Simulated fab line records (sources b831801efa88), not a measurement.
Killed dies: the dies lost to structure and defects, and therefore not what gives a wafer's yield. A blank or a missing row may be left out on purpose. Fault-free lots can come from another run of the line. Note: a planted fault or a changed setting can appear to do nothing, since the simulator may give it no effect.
What tool caused it?	flow sky130	at 1 step of a route of 708, 6 lots with 18 wafers sampled

## WHAT THE GAUGES SHOWED, per wafer
SKY_NWELL_TW_MEAS_15.
lot	measured	on	NWELL_TW
L559	day 4 22:16	film-metro-04	1813 1816 1817
L563	day 5 18:17	film-metro-04	1825 1819 1826
L565	day 6 06:51	film-metro-01	1783 1786 1794
L571	day 7 16:47	film-metro-04	1790 1800 1796
L573	day 8 07:38	film-metro-03	1808 1798 1802
L576	day 9 03:39	film-metro-04	1806 1801 1800

## TOOL THAT RAN EACH LOT (tool first, then ch and the chambers of the sampled wafers, then the start)
The record holds no process step before these readings.

## THE ANSWER, worked out from the rows above alone
Rule: usual is defined by the lots themselves. The widest of any qualifying gaps counts: lots, ordered by their means at a reading, are off when they make up no more than a third of the lots, leave a main group of 4 or more, and stand apart from it by 3 or more times the standard deviation of that group's means. Not used: any main group whose means are identical at the precision the tables above print for the reading. A lot without any number at a reading at which 4 lots or more have one is off too. The other lots that the step has rows for count as sound.
No lot is off on any of the readings shown, so nothing can be concluded from this.

## WHAT THE SIMULATOR PUT IN
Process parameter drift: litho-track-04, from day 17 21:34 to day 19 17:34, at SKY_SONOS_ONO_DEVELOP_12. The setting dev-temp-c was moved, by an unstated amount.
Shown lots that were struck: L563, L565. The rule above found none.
